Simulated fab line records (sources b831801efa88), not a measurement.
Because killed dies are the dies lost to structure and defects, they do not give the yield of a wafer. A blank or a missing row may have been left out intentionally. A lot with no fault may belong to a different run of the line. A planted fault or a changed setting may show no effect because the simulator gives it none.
The tool behind it: which one? -- flow gf180mcu -- 6 lots with 18 wafers sampled at 3 steps, on a route of 602 steps

== WHAT THE GAUGES READ, wafer by wafer ==
GF_CONTACT_CD_MEAS_14 targets a cd of 220 nm.
lot,measured,on,cd-nm (nm)
L974,day 17 05:10,cd-sem-01,218.9 217.8 215.9
L977,day 17 19:34,cd-sem-01,217.9 216.6 216.1
L979,day 18 15:38,cd-sem-02,219.5 219.0 219.3
L987,day 21 15:21,cd-sem-02,222.2 221.3 220.6
L991,day 23 05:51,cd-sem-02,218.8 217.6 218.1
L993,day 23 16:49,cd-sem-02,222.5 224.7 222.8

== EACH LOT AND THE TOOL THAT RAN IT (in order: tool; ch and the chambers of the sampled wafers; start) ==
lot,GF_CONTACT_CMP_04,GF_CONTACT_EXPOSE_11
L974,"cmp-02 ch 0,1,2, day 16 06:17","krf-scanner-02 ch 0, day 16 18:01"
L977,"cmp-02 ch 0,3, day 16 20:29","krf-scanner-01 ch 0, day 17 08:38"
L979,"cmp-01 ch 0,2,3, day 17 15:14","krf-scanner-01 ch 0, day 18 04:04"
L987,"cmp-02 ch 1,2,3, day 20 15:20","krf-scanner-01 ch 0, day 21 03:55"
L991,"cmp-02 ch 0,3, day 22 06:16","krf-scanner-01 ch 0, day 22 18:04"
L993,"cmp-01 ch 0,1,2, day 22 17:29","krf-scanner-01 ch 0, day 23 05:52"
- GF_CONTACT_CMP_04: polishes SiO2.
- GF_CONTACT_EXPOSE_11: exposes mask Contact, target cd 220 nm.

== THE ANSWER, worked out from the rows above alone ==
Rule: the lots themselves supply what counts as usual. Put in order of their means at a reading, lots are off if they are a third of the lots or fewer, leave a main group of 4 or more, and stand apart from it by a gap of 3 or more times the standard deviation of the main group's means; of several such gaps the widest counts. A main group is skipped when, at the precision printed for the reading in the tables above, its means are all equal. A lot without any number at a reading at which 4 lots or more have one is off too. The other lots that the step has rows for count as sound.
No lot is off at any reading shown: from this, nothing can be told.

== WHAT THE SIMULATOR HAD INSERTED ==
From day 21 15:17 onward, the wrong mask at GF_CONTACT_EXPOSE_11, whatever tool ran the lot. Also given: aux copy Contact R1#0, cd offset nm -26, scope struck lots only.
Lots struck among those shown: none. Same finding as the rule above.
